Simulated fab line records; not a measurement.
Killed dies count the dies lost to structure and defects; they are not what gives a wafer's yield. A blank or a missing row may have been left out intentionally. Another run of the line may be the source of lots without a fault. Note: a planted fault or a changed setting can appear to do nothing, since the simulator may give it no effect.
fab line records ; flow sky130
record lots=7; wafers=21; last-day=50
route steps=708 shown LDD_HVN@270 LDD_HVP@278 PAD_OPEN@708
lots that met no fault: from a run of the same line without faults
start-h: hours from the record's opening day to when the first of the lot's shown wafers began ; wait-h: hours elapsed since this lot's preceding step ; " unchanged from the row above ; L1.1+2: a single row standing in for several wafers ; - no value, or no start was given ; * or withheld: withheld ; < > ~ a bound
route shown NAME@n: NAME is a module with steps in the file, n the number in the route of the first one ; usual: mean and standard deviation over wafers with no fault ; same: alike in all rows ; chamber/n: place in a boat ; sites: readings site by site ; _std_site: how widely they spread, as a standard deviation ; _edge_site: mean of outer sites minus mean of inner sites ; radius-mm: how far each site lies from the wafer's centre ; mask NAME#n: copy n ; behind: tool/chamber where the wafer was last shaped ; hold: what put the lot on hold/how long, in hours/how the hold closed ; device: whichever transistor did not switch (one of n, p or np) ; end of line: at the end of the route, the tests of the same wafers ; step lacking rows: just its recipe ; killed: dies that structure and defects cost at the first sort, which is not the same as the wafer's yield ; map: a wafer's dies, x killed, . not, _ none there
set.NAME: setting as actually run; set.NAME@STEP: the setting as run at that earlier step ; model.NAME: the simulator's own value behind a step, which no gauge read
lots at some steps of the route; a table a step, a row a wafer
services: from which hour (start-h, from the record's first day; less than 0 if before it) a tool's chamber was out of use, for how many hours, and why
## steps
# step SKY_LDD_HVN_SOFTBAKE_03
# recipe temp-c=90; time-s=60; resist=NOVOLAK
# step SKY_LDD_HVN_EXPOSE_04
# recipe mask-id=HVNTM; na=0.6; source-shape=conventional; sigma-outer=0.6; polarization=unpolarized; target-cd-nm=700; dose-mj=125.6
# step SKY_LDD_HVN_PEB_05
# recipe temp-c=withheld; time-s=*; resist=NOVOLAK
# step SKY_LDD_HVN_DEVELOP_06
# recipe resist=NOVOLAK; developer=TMAH; develop-time-s=60; dev-temp-c=23
# step SKY_LDD_HVN_OVL_MEAS_07
# usual LDD_HVN_OVL=0.2/1.5
lot.wafer;tool;chamber;start-h;wait-h;LDD_HVN_OVL[nm]
L491.1;overlay-01;-;485.64;0.1;0.3
L491.3;overlay-01;-;485.64;0.1;0.0
L491.6;overlay-01;-;485.64;0.1;-0.5
L492.1;overlay-01;-;503.59;0.1;0.1
L492.4;overlay-01;-;503.59;0.1;-0.5
L492.5;overlay-01;-;503.59;0.1;1.8
L493.1;overlay-02;-;509.85;0.1;-1.2
L493.2;overlay-02;-;509.85;0.1;-1.1
L493.6;overlay-02;-;509.85;0.1;-2.4
L494.1;overlay-02;-;520.90;0.1;1.4
L494.3;overlay-02;-;520.90;0.1;0.3
L494.4;overlay-02;-;520.90;0.1;0.6
L496.2;overlay-01;-;529.49;0.1;0.5
L496.3;overlay-01;-;529.49;0.1;0.3
L496.6;overlay-01;-;529.49;0.1;0.1
L500.3;overlay-01;-;567.30;0.1;1.3
L500.4;overlay-01;-;567.30;0.1;1.4
L500.6;overlay-01;-;567.30;0.1;-0.9
L511.1;overlay-01;-;656.99;0.1;2.0
L511.5;overlay-01;-;656.99;0.1;1.4
L511.6;overlay-01;-;656.99;0.1;2.5
# step SKY_LDD_HVN_IMPLANT_08
# recipe species=P; energy-kev=60; dose-cm2=3e+13; tilt-deg=40
# step SKY_LDD_HVN_STRIP_09
# recipe chemistry=O2/N2; power-w=1400; pressure-mtorr=1500; platen-temp-c=withheld; o2-flow-sccm=3000; n2-flow-sccm=300; overash-fraction=0.5
# usual chamber-pressure-mTorr=1499.9/1.3; drypump-motor-current-A=5.6/0.47; oes-product-au=0.408/0.0045; strip-time-to-endpoint-s=4.136/0.014
lot.wafer;tool;chamber;start-h;wait-h;chamber-pressure-mTorr;drypump-motor-current-A;oes-product-au;rf-hours-counter-h;strip-time-to-endpoint-s
L491.1;plasma-asher-04;1;485.82;0.1;1499.8;6.4;0.400;79;4.154
L491.3;plasma-asher-04;0;485.82;0.1;1499.8;5.2;0.406;-;4.142
L491.6;plasma-asher-04;1;485.82;0.1;1499.1;6.4;0.412;-;4.144
L492.1;plasma-asher-02;1;503.78;0.1;1501.8;5.9;0.403;38;4.140
L492.4;plasma-asher-02;0;503.78;0.1;1500.4;5.9;0.411;-;4.155
L492.5;plasma-asher-02;0;503.78;0.1;1500.5;5.9;0.411;-;4.129
L493.1;plasma-asher-04;1;510.04;0.1;1498.1;6.5;0.410;81;4.139
L493.2;plasma-asher-04;0;510.04;0.1;1500.6;5.1;0.410;81;4.139
L493.6;plasma-asher-04;0;510.04;0.1;1500.6;5.2;0.412;-;4.134
L494.1;plasma-asher-04;0;521.09;0.1;1501.8;5.1;0.405;83;4.103
L494.3;plasma-asher-04;0;521.09;0.1;1501.7;5.2;0.408;-;4.126
L494.4;plasma-asher-04;1;521.09;0.1;1498.3;6.5;0.406;-;4.136
L496.2;plasma-asher-01;1;529.67;0.1;1500.0;5.2;0.414;76;4.118
L496.3;plasma-asher-01;1;529.67;0.1;1500.9;5.2;0.412;-;4.128
L496.6;plasma-asher-01;0;529.67;0.1;1498.7;5.5;0.421;-;4.133
L500.3;plasma-asher-02;1;567.51;0.1;1500.0;5.9;0.410;-;4.145
L500.4;plasma-asher-02;0;567.51;0.1;1499.7;5.9;0.406;-;4.145
L500.6;plasma-asher-02;1;567.51;0.1;1501.0;5.9;0.412;-;4.165
L511.1;plasma-asher-04;1;657.18;0.1;1499.6;6.5;0.411;96;4.094
L511.5;plasma-asher-04;1;657.18;0.1;1501.0;6.5;0.409;-;4.105
L511.6;plasma-asher-04;0;657.18;0.1;1502.6;5.2;0.417;-;4.109
# step SKY_LDD_HVN_TW_MEAS_10
# usual LDD_HVN_TW=1441/10
lot.wafer;tool;chamber;start-h;wait-h;LDD_HVN_TW
L491.1;film-metro-02;-;485.94;0.1;1453
L491.3;film-metro-02;-;485.94;0.1;1453
L491.6;film-metro-02;-;485.94;0.1;1443
L492.1;film-metro-02;-;503.88;0.1;1443
L492.4;film-metro-02;-;503.88;0.1;1437
L492.5;film-metro-02;-;503.88;0.1;1446
L493.1;film-metro-04;-;510.14;0.1;1444
L493.2;film-metro-04;-;510.14;0.1;1447
L493.6;film-metro-04;-;510.14;0.1;1452
L494.1;film-metro-02;-;521.19;0.1;1455
L494.3;film-metro-02;-;521.19;0.1;1441
L494.4;film-metro-02;-;521.19;0.1;1446
L496.2;film-metro-03;-;529.78;0.1;1431
L496.3;film-metro-03;-;529.78;0.1;1428
L496.6;film-metro-03;-;529.78;0.1;1422
L500.3;film-metro-03;-;567.60;0.1;1433
L500.4;film-metro-03;-;567.60;0.1;1426
L500.6;film-metro-03;-;567.60;0.1;1440
L511.1;film-metro-03;-;657.28;0.1;1426
L511.5;film-metro-03;-;657.28;0.1;1424
L511.6;film-metro-03;-;657.28;0.1;1422
# step SKY_LDD_HVP_DEHYDRATE_00
# recipe temp-c=200; time-s=60
# step SKY_LDD_HVP_HMDS_01
# recipe prime-time-s=60; prime-temp-c=120
# step SKY_LDD_HVP_COAT_02
# recipe resist=NOVOLAK; spin-rpm=3000; resist-thk-nm=300
# step SKY_LDD_HVP_SOFTBAKE_03
# recipe temp-c=90; time-s=60; resist=NOVOLAK
# step SKY_LDD_HVP_EXPOSE_04
# recipe mask-id=HVPTM; na=0.6; source-shape=conventional; sigma-outer=0.6; polarization=unpolarized; target-cd-nm=700; dose-mj=86
lot.wafer;tool;chamber;start-h;wait-h;mask;model.LDD_HVP.overlay-x-nm
L491.1+3+6;iline-stepper-02;0;501.00;-;HVPTM#0;2.577
L492.1+4+5;iline-stepper-02;0;519.21;-;HVPTM#0;6.246
L493.1+2+6;iline-stepper-01;0;526.03;-;HVPTM#0;-0.9843
L494.1+3+4;iline-stepper-02;0;536.58;-;HVPTM#0;8.874
L496.2+3+6;iline-stepper-02;0;544.65;-;HVPTM#0;6.927
L500.3+4+6;iline-stepper-01;0;582.57;-;HVPTM#0;0.2556
L511.1+5+6;iline-stepper-01;0;671.70;-;HVPTM#0;1.472
# step SKY_LDD_HVP_PEB_05
# recipe temp-c=withheld; time-s=*; resist=NOVOLAK
# step SKY_LDD_HVP_DEVELOP_06
# recipe resist=NOVOLAK; developer=TMAH; develop-time-s=60; dev-temp-c=23
# step SKY_LDD_HVP_OVL_MEAS_07
# usual LDD_HVP_OVL=-0.8/1.5
lot.wafer;tool;chamber;start-h;wait-h;LDD_HVP_OVL[nm]
L491.1;overlay-02;-;516.29;0.1;0.9
L491.3;overlay-02;-;516.29;0.1;1.5
L491.6;overlay-02;-;516.29;0.1;0.7
L492.1;overlay-01;-;533.60;0.1;4.3
L492.4;overlay-01;-;533.60;0.1;5.0
L492.5;overlay-01;-;533.60;0.1;5.4
L493.1;overlay-01;-;541.00;0.1;-2.5
L493.2;overlay-01;-;541.00;0.1;-1.3
L493.6;overlay-01;-;541.00;0.1;-2.4
L494.1;overlay-02;-;551.69;0.1;7.0
L494.3;overlay-02;-;551.69;0.1;7.0
L494.4;overlay-02;-;551.69;0.1;5.9
L496.2;overlay-02;-;559.90;0.1;3.8
L496.3;overlay-02;-;559.90;0.1;4.8
L496.6;overlay-02;-;559.90;0.1;4.2
L500.3;overlay-01;-;595.45;0.1;-2.4
L500.4;overlay-01;-;595.45;0.1;0.1
L500.6;overlay-01;-;595.45;0.1;-1.0
L511.1;overlay-02;-;685.64;0.1;0.5
L511.5;overlay-02;-;685.64;0.1;1.6
L511.6;overlay-02;-;685.64;0.1;1.1
# step SKY_LDD_HVP_IMPLANT_08
# recipe species=B; energy-kev=20; dose-cm2=1.7e+13; tilt-deg=17.9
# step SKY_PAD_OPEN_PROBE_99
# usual killed_at_M0_to_M3=43/6.8; killed_at_M4_up=3.1/1.6; killed-at-contacts=24/5.4; killed-at-front-end=16/4.4; killed-at-other=0.2/0.48; killed-dies=87/8.8; killed-open=48/6.4; killed-short=39/6.2
# same gross-dies=492; killed-at-back-side=0
lot.wafer;tool;chamber;start-h;wait-h;killed_at_M0_to_M3;killed_at_M4_up;killed-at-contacts;killed-at-front-end;killed-at-other;killed-dies;killed-open;killed-short
L491.1;prober-01;-;1088.88;0.1;47;4;26;16;0;93;53;40
L491.3;prober-01;-;1088.98;0.2;43;4;26;10;0;83;49;34
L491.6;prober-01;-;1089.13;0.2;47;4;31;9;1;92;49;43
L492.1;prober-02;-;1101.12;0.1;43;4;23;12;0;82;42;40
L492.4;prober-02;-;1101.27;0.2;46;4;31;12;1;94;52;42
L492.5;prober-02;-;1101.32;0.2;43;2;18;16;1;80;40;40
L493.1;prober-02;-;1118.58;0.1;37;3;20;15;1;76;39;37
L493.2;prober-02;-;1118.63;0.1;42;3;29;15;0;89;40;49
L493.6;prober-02;-;1118.83;0.2;49;1;15;10;0;75;39;36
L511.1;prober-01;-;1198.98;0.1;40;2;23;18;0;83;45;38
L511.5;prober-01;-;1199.18;0.2;29;5;24;15;0;73;34;39
L511.6;prober-01;-;1199.23;0.2;30;1;32;10;0;73;42;31
# killed by level:class
L491.1 VIA1:geometric-particle:open=14 VIA1:geometric-particle:short=10 LI_CONTACT:geometric-particle:open=9 CONTACT:geometric-particle:open=6 METAL1:geometric-particle:short=5 FIELD_ISO:geometric-particle:open=4 LOCAL_INTERCONNECT:geometric-particle:open=4 CONTACT:geometric-particle:short=4
L491.3 CONTACT:geometric-particle:open=13 VIA1:geometric-particle:open=8 METAL1:geometric-particle:short=7 VIA3:geometric-particle:open=6 LI_CONTACT:geometric-particle:open=5 VIA1:geometric-particle:short=5 METAL2:geometric-particle:short=5 CONTACT:geometric-particle:short=4
L491.6 VIA1:geometric-particle:open=15 CONTACT:geometric-particle:open=11 METAL2:geometric-particle:short=8 LI_CONTACT:geometric-particle:short=6 LOCAL_INTERCONNECT:geometric-particle:short=5 VIA2:geometric-particle:open=5 METAL1:geometric-particle:short=4 POLY_GATE:geometric-particle:open=4
L492.1 METAL1:geometric-particle:short=10 CONTACT:geometric-particle:short=7 CONTACT:geometric-particle:open=7 VIA2:geometric-particle:open=7 LI_CONTACT:geometric-particle:open=6 VIA1:geometric-particle:open=6 VIA3:geometric-particle:open=6 POLY_GATE:geometric-particle:open=4
L492.4 CONTACT:geometric-particle:open=16 METAL1:geometric-particle:short=8 LI_CONTACT:geometric-particle:open=7 VIA3:geometric-particle:open=7 VIA1:geometric-particle:open=6 METAL3:geometric-particle:short=6 VIA1:geometric-particle:short=5 FIELD_ISO:geometric-particle:open=4
L492.5 METAL1:geometric-particle:short=10 LI_CONTACT:geometric-particle:open=9 VIA1:geometric-particle:open=7 VIA1:geometric-particle:short=6 FIELD_ISO:geometric-particle:open=5 CONTACT:geometric-particle:open=5 POLY_GATE:geometric-particle:short=4 METAL3:geometric-particle:short=4
L493.1 VIA1:geometric-particle:open=11 METAL1:geometric-particle:short=8 CONTACT:geometric-particle:open=7 FIELD_ISO:geometric-particle:open=5 VIA2:geometric-particle:open=5 LI_CONTACT:geometric-particle:open=5 CONTACT:geometric-particle:short=4 METAL2:geometric-particle:short=4
L493.2 CONTACT:geometric-particle:open=12 METAL2:geometric-particle:short=9 VIA1:geometric-particle:open=7 LI_CONTACT:geometric-particle:short=6 POLY_GATE:geometric-particle:short=5 VIA1:geometric-particle:short=5 METAL3:geometric-particle:short=5 LI_CONTACT:geometric-particle:open=4
L493.6 VIA1:geometric-particle:open=12 VIA2:geometric-particle:open=7 CONTACT:geometric-particle:open=6 METAL1:geometric-particle:short=6 METAL2:geometric-particle:short=5 VIA1:geometric-particle:short=5 LI_CONTACT:geometric-particle:open=4 METAL2:geometric-particle:open=4
L511.1 LI_CONTACT:geometric-particle:open=8 FIELD_ISO:geometric-particle:open=6 VIA1:geometric-particle:open=6 METAL2:geometric-particle:short=6 LI_CONTACT:geometric-particle:short=5 CONTACT:geometric-particle:open=5 METAL3:geometric-particle:short=5 VIA3:geometric-particle:open=5
L511.5 LI_CONTACT:geometric-particle:open=7 CONTACT:geometric-particle:open=7 FIELD_ISO:geometric-particle:short=6 VIA2:geometric-particle:open=6 LOCAL_INTERCONNECT:geometric-particle:short=6 METAL1:geometric-particle:short=4 METAL2:geometric-particle:short=4 FIELD_ISO:geometric-particle:open=3
L511.6 CONTACT:geometric-particle:open=10 LI_CONTACT:geometric-particle:open=8 CONTACT:geometric-particle:short=7 VIA3:geometric-particle:open=6 VIA2:geometric-particle:open=5 LI_CONTACT:geometric-particle:short=4 VIA1:geometric-particle:open=4 METAL2:geometric-particle:short=4
## services
tool;chamber;start-h;hours;kind
iline-stepper-01;-;506.72;1.7;pm
iline-stepper-01;-;552.81;2.4;repair
plasma-asher-04;-;563.14;1.4;repair
plasma-asher-04;-;613.84;0.6;repair
iline-stepper-02;-;618.03;1.2;repair
plasma-asher-02;-;618.17;1.3;repair
iline-stepper-02;-;663.92;1.7;pm
## key
first-sign step=SKY_LDD_HVP_OVL_MEAS_07; reading=LDD_HVP_OVL; direction=up; sigmas=4; usual=-0.8; struck=5.3
effect none on later readings
model-effect step=SKY_LDD_HVP_EXPOSE_04; value=LDD_HVP.overlay-x-nm; without=0.1417; struck=7.349
met-at SKY_LDD_HVP_EXPOSE_04
struck-wafers L492.1,L492.4,L492.5,L494.1,L494.3,L494.4,L496.2,L496.3,L496.6
tester-left-out L492,L494,L496
onset-between 501.00 519.21
fault kind=scanner-matching-overlay; tool=iline-stepper-02; chamber=-; onset-h=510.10; steps=SKY_LDD_HVP_EXPOSE_04; offset=7.2076
# tester-left-out: of these lots the tester's yield and bins aren't shown, on N5 and GAA mostly nor the transistor test; their killed dies are dies lost to structure and defects alone, not to doping, threshold or leakage, so they don't give the yield
